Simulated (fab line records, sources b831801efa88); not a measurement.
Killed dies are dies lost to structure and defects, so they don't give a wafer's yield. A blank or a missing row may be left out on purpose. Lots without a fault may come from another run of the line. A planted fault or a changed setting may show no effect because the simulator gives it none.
A struck lot beside a sound one | flow sky130 | 16 steps out of a route of 708
Sound: wafers L805.1, L805.2, L805.5. Struck: wafers L815.3, L815.4, L815.5. The cause comes at the end.
At each step with rows: each side's tool, then ch and its chambers, then its first start. Under that, the readings that differ: sound wafers | struck wafers | difference of the means | sigmas: that difference in standard deviations of wafers without a fault.
alike: readings whose means differ by less than 2 such deviations, and words and numbers that are the same on both sides. not compared: withheld readings, readings that some wafer has no value for, bounds like >300 that may hide the same value, and numbers for which the record gives no deviation and whose values overlap.
The two part at a step that has a row with sigmas, a row that says differs or no value, or rows on one side only. Numbers that don't overlap but have no deviation are shown without sigmas and don't part them. A reading that every wafer of one side lacks parts them only if that side has two wafers or more.

SKY_LDD_HVP_TW_MEAS_10:
  sound on film_metro-04, day 25 03:49; struck on film_metro-03, day 28 07:47
  alike: LDD_HVP_TW
then, 7 steps without rows for these wafers: SKY_LDD_LDN_DEHYDRATE_00 (time 60 s); SKY_LDD_LDN_HMDS_01 (prime time 60 s); SKY_LDD_LDN_COAT_02 (resist thk 1140 nm); SKY_LDD_LDN_SOFTBAKE_03 (time 60 s); SKY_LDD_LDN_EXPOSE_04 (exposes mask LDNTM, target cd 700 nm); SKY_LDD_LDN_PEB_05; SKY_LDD_LDN_DEVELOP_06 (develop time 60 s).
SKY_LDD_LDN_OVL_MEAS_07:
  sound on overlay-01, day 26 08:35; struck on overlay-01, day 29 11:39
  reading          | sound          | struck      | difference | sigmas
  LDD_LDN_OVL (nm) | -2.0 -2.1 -0.8 | 1.6 2.0 1.0 | +3.2       | +2
then, 3 steps without rows for these wafers: SKY_LDD_LDN_IMPLANT_08; SKY_LDD_LDN_IMPLANT_09; SKY_LDD_LDN_IMPLANT_10.
SKY_LDD_LDN_IMPLANT_11:
  sound on implanter-04 ch 0, day 26 09:04; struck on implanter-03 ch 0, day 29 12:10
  reading            | sound                            | struck                       | difference | sigmas
  dose_ions_cm2      | 1.2539e+13 1.2482e+13 1.2518e+13 | 7.149e+12 7.18e+12 7.155e+12 | -5.352e+12 | -99 or more
  faraday_current_uA | 70.1 70.8 69.0                   | 41.0 39.4 40.2               | -29.8      | -21
  alike: beam_on_s
SKY_LDD_LDN_STRIP_12: strips in O2/N2.
  sound on plasma_asher-03 ch 0,1, day 26 09:13; struck on plasma_asher-03 ch 0,1, day 29 12:19
  alike: drypump_motor_current_A, oes_product_au, strip_time_to_endpoint_s
  not compared: rf_hours_counter_h
SKY_LDD_LDN_TW_MEAS_13:
  sound on film_metro-02, day 26 09:19; struck on film_metro-02, day 29 12:37
  reading    | sound          | struck         | difference | sigmas
  LDD_LDN_TW | 1472 1476 1463 | 1425 1423 1421 | -47        | -4
  not compared: hold
-- the record jumps here: 21 days lie between the struck wafers' starts before and after (it left off in module LDD_LDN and takes up again in module PAD_OPEN, whose first step shown is number 708 of the route) --
SKY_PAD_OPEN_PROBE_99:
  sound on prober-01, day 48 05:13; struck on prober-01, day 50 01:07
  reading                         | sound          | struck         | difference | sigmas
  model.etest.tip_sonos.rs_ohm_sq | 2649 2588 2589 | 2815 2807 2812 | +203       |
  alike: killed_at_M0_to_M3, killed_at_M4_up, killed_at_contacts, killed_at_front_end, killed_at_other, killed_dies, killed_open, killed_short

WHERE THEY PART
First at SKY_LDD_LDN_OVL_MEAS_07; last, within this record, at SKY_LDD_LDN_TW_MEAS_13. Later steps at which nothing parts them and some readings are alike: SKY_PAD_OPEN_PROBE_99.

WHY: what the simulator had put in
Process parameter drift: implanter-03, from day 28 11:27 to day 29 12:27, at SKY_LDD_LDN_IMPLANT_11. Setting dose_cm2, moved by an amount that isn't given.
